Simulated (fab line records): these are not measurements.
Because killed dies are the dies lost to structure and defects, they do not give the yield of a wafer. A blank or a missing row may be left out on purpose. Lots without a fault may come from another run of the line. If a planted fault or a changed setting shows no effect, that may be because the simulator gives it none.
Which tool was responsible? ; flow gf180mcu ; 6 lots with 18 wafers sampled at 3 steps, on a route of 602 steps

== WHAT THE GAUGES READ, wafer by wafer ==
GF_MVSD_OVL_MEAS_07.
lot;measured;on;MVSD_OVL (nm)
L301;day 4 15:08;overlay-01;-0.4 1.3 -1.0
L303;day 5 03:32;overlay-01;-1.2 -0.4 -1.2
L307;day 6 03:07;overlay-02;0.8 0.9 2.5
L309;day 6 13:58;overlay-02;-87.1 -85.5 -88.4
L317;day 8 13:46;overlay-02;0.2 -0.1 2.6
L322;day 9 19:53;overlay-02;-2.0 -2.3 -1.7

== WHICH TOOL RAN EACH LOT (tool, then ch and the chambers of the sampled wafers, then the start) ==
lot;GF_LVPWELL_STRIP_10;GF_MVSD_EXPOSE_04
L301;plasmaAsher-01 ch 0,1, day 4 01:46;ilineStepper-01 ch 0, day 4 08:49
L303;plasmaAsher-01 ch 0,1, day 4 13:51;ilineStepper-01 ch 0, day 4 20:43
L307;plasmaAsher-02 ch 0,1, day 5 12:52;ilineStepper-02 ch 0, day 5 20:19
L309;plasmaAsher-02 ch 0,1, day 5 22:58;ilineStepper-01 ch 0, day 6 06:33
L317;plasmaAsher-03 ch 0,1, day 7 21:07;ilineStepper-02 ch 0, day 8 05:23
L322;plasmaAsher-03 ch 0,1, day 9 02:48;ilineStepper-02 ch 0, day 9 11:52
- GF_LVPWELL_STRIP_10: strips in O2/N2.
- GF_MVSD_EXPOSE_04: exposes mask MVSD, target cd 1000 nm.

== THE ANSWER, worked out from the rows above alone ==
Rule: the usual values come from the lots themselves. Put in order of their means at a reading, lots are off if they are a third of the lots or fewer, leave a main group of 4 or more, and stand apart from it by a gap of 3 or more times the standard deviation of the main group's means; of several such gaps the widest counts. A main group whose means are all the same, to the digits that the tables above print for the reading, isn't used. A lot without any number at a reading at which 4 lots or more have one is off too. All remaining lots with rows at the step are treated as sound.
Off: L309, seen at GF_MVSD_OVL_MEAS_07 (MVSD_OVL). For the main group the mean is -0.1 nm and the standard deviation 1.2.
If a tool, at a process step before that reading, ran all the lots that are off and no sound lot after the first of them, it fits. Those tools and the gauges at GF_MVSD_OVL_MEAS_07 are tried in the same way. 2 tools fit, plasmaAsher-02 at GF_LVPWELL_STRIP_10 and ilineStepper-01 at GF_MVSD_EXPOSE_04, so this cannot tell which one it is.

== WHAT THE SIMULATOR HAD PUT IN ==
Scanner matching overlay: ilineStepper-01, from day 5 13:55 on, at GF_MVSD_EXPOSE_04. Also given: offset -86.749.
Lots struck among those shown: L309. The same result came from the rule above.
